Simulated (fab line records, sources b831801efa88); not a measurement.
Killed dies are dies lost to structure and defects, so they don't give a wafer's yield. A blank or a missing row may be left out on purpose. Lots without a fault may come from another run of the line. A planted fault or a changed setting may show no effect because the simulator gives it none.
A struck lot beside a sound one | flow sky130 | 26 steps out of a route of 708
Sound: wafers L707.1, L707.5, L707.6. Struck: wafers L702.3, L702.5, L702.6. The cause comes at the end.
At each step with rows: each side's tool, then ch and its chambers, then its first start. Under that, the readings that differ: sound wafers | struck wafers | difference of the means | sigmas: that difference in standard deviations of wafers without a fault.
alike: readings whose means differ by less than 2 such deviations, and words and numbers that are the same on both sides. not compared: withheld readings, readings that some wafer has no value for, bounds like >300 that may hide the same value, and numbers for which the record gives no deviation and whose values overlap.
The two part at a step that has a row with sigmas, a row that says differs or no value, or rows on one side only. Numbers that don't overlap but have no deviation are shown without sigmas and don't part them. A reading that every wafer of one side lacks parts them only if that side has two wafers or more.

SKY_VT_ADJUST_NCORE_STRIP_10: strips in O2/N2.
  sound on plasma_asher-03 ch 0,1, day 14 20:16; struck on plasma_asher-04 ch 0,1, day 13 02:43
  alike: chamber_pressure_mTorr, drypump_motor_current_A, oes_product_au, strip_time_to_endpoint_s
  not compared: rf_hours_counter_h
SKY_VT_ADJUST_NCORE_TW_MEAS_11:
  sound on film_metro-03, day 14 20:22; struck on film_metro-03, day 13 02:49
  alike: VT_ADJUST_NCORE_TW
then, 7 steps without rows for these wafers: SKY_VT_ADJUST_HVTR_DEHYDRATE_00 (time 60 s); SKY_VT_ADJUST_HVTR_HMDS_01 (prime time 60 s); SKY_VT_ADJUST_HVTR_COAT_02 (resist thk 1156 nm); SKY_VT_ADJUST_HVTR_SOFTBAKE_03 (time 60 s); SKY_VT_ADJUST_HVTR_EXPOSE_04 (exposes mask HVTRM, target cd 380 nm); SKY_VT_ADJUST_HVTR_PEB_05; SKY_VT_ADJUST_HVTR_DEVELOP_06 (develop time 60 s).
SKY_VT_ADJUST_HVTR_CD_MEAS_07: target cd 380 nm.
  sound on cd_sem-01, day 15 23:44; struck on cd_sem-01, day 14 04:07
  alike: cd_nm
SKY_VT_ADJUST_HVTR_OVL_MEAS_08:
  sound on overlay-02, day 15 23:51; struck on overlay-02, day 14 04:13
  alike: VT_ADJUST_HVTR_OVL
then, 1 step without rows for these wafers: SKY_VT_ADJUST_HVTR_IMPLANT_09.
SKY_VT_ADJUST_HVTR_STRIP_10: strips in O2/N2.
  sound on plasma_asher-03 ch 0,1, day 16 00:02; struck on plasma_asher-01 ch 0,1, day 14 04:25
  no value came back on the struck wafers for any of 5 readings (chamber_pressure_mTorr (mTorr), drypump_motor_current_A (A) and others); on the sound wafers chamber_pressure_mTorr (mTorr) reads 1499.6 1499.6 1499.7
  reading                                             | sound | struck         | difference | sigmas
  model.NOVOLAK_of_VT_ADJUST_HVTR_COAT_02.thk_nm (nm) | 0 0 0 | 1156 1159 1158 | +1158      |
  not compared: rf_hours_counter_h
SKY_VT_ADJUST_HVTR_TW_MEAS_11:
  sound on film_metro-03, day 16 00:08; struck on film_metro-01, day 14 04:30
  alike: VT_ADJUST_HVTR_TW
then, 7 steps without rows for these wafers: SKY_VT_ADJUST_PCH_DEHYDRATE_00 (time 60 s); SKY_VT_ADJUST_PCH_HMDS_01 (prime time 60 s); SKY_VT_ADJUST_PCH_COAT_02 (resist thk 3000 nm); SKY_VT_ADJUST_PCH_SOFTBAKE_03; SKY_VT_ADJUST_PCH_EXPOSE_04 (exposes mask NWM, target cd 840 nm); SKY_VT_ADJUST_PCH_PEB_05; SKY_VT_ADJUST_PCH_DEVELOP_06 (develop time 60 s).
SKY_VT_ADJUST_PCH_OVL_MEAS_07:
  sound on overlay-01, day 17 04:44; struck on overlay-02, day 15 07:11
  alike: VT_ADJUST_PCH_OVL
then, 1 step without rows for these wafers: SKY_VT_ADJUST_PCH_IMPLANT_08.
SKY_VT_ADJUST_PCH_STRIP_09: strips in O2/N2.
  sound on plasma_asher-01 ch 0,1, day 17 04:55; struck on plasma_asher-02 ch 0,1, day 15 07:24
  reading                      | sound             | struck            | difference | sigmas
  strip_time_to_endpoint_s (s) | 36.99 36.88 36.91 | 54.06 54.01 54.10 | +17.13     | +99 or more
  alike: chamber_pressure_mTorr, drypump_motor_current_A, oes_product_au
  not compared: rf_hours_counter_h
SKY_VT_ADJUST_PCH_TW_MEAS_10:
  sound on film_metro-01, day 17 05:01; struck on film_metro-01, day 15 07:29
  reading          | sound             | struck         | difference | sigmas
  VT_ADJUST_PCH_TW | 142.1 142.4 142.5 | 29.9 29.8 29.8 | -112.5     | -99 or more
then, 1 step without rows for these wafers: SKY_SONOS_TUNNEL_DEHYDRATE_00 (time 60 s).

WHERE THEY PART
First at SKY_VT_ADJUST_HVTR_STRIP_10; last, within this record, at SKY_VT_ADJUST_PCH_TW_MEAS_10.

WHY: what the simulator had put in
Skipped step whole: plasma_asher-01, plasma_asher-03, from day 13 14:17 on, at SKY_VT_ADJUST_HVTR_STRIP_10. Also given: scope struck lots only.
